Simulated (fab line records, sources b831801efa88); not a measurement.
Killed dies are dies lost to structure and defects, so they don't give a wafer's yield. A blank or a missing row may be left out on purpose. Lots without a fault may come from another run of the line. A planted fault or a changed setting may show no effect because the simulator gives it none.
One fault seen from 2 desks | flow sfq_line | each desk has only its own numbers; what lay behind them comes last

THE METROLOGY DESK
What the gauges read, lot by lot, whatever tool the lot ran on: means of the sampled wafers that have a number. A lot is out of limits, marked OUT, if its mean lies more than 4 standard deviations from the usual mean; the brackets give that distance.
Columns: A = M6_NB_RS at SFQ_M6_RS_MEAS_938, usual 0.889 ohm/sq
lot  | first seen here | A
L150 | day 60 04:47    | 0.916
L151 | day 60 06:00    | 0.885
L152 | day 60 08:25    | 0.876
L153 | day 64 07:44    | 0.889
L156 | day 65 21:32    | 0.897
L157 | day 65 23:57    | 0.908
L158 | day 66 01:08    | 0.895
L159 | day 66 04:44    | 0.891
L160 | day 69 07:51    | 0.896
L166 | day 72 03:23    | 0.863
L168 | day 72 10:35    | 0.863
L170 | day 72 15:25    | 0.874
L171 | day 72 18:23    | 0.898
L172 | day 73 03:26    | 0.884
This desk's finding: nothing out of limits on any of the 14 lots.

THE TOOL OWNER'S DESK: pvd_sputter-04
The tool's own readings at SFQ_TRILAYER_M6_DEP_SPUTTER_157 (material Nb, target thk 200 nm, time 133.3 s): means of the sampled wafers that have a number, for each lot that ran on this tool. A lot is out of limits, marked OUT, if its mean lies more than 4 standard deviations from the usual mean; the brackets give that distance.
Columns: A = chamber_pressure_pa at SFQ_TRILAYER_M6_DEP_SPUTTER_157, usual 0.13332 Pa; B = throttle_valve_pct at SFQ_TRILAYER_M6_DEP_SPUTTER_157, usual 29.8 %
lot  | first seen here | A       | B
L150 | day 60 04:41    | 0.13295 | 31.0
L151 | day 60 05:55    | 0.13325 | 29.6
L156 | day 65 21:26    | 0.13358 | 31.7
L159 | day 66 04:38    | 0.13335 | 30.6
L166 | day 72 03:18    | 0.13298 | 31.2
L168 | day 72 10:30    | 0.13338 | 30.5
This desk's finding: nothing out of limits on any of the 6 lots.

PUT TOGETHER
The metrology desk saw nothing out of limits.
The tool owner's desk saw nothing out of limits.

WHAT THE SIMULATOR HAD PUT IN
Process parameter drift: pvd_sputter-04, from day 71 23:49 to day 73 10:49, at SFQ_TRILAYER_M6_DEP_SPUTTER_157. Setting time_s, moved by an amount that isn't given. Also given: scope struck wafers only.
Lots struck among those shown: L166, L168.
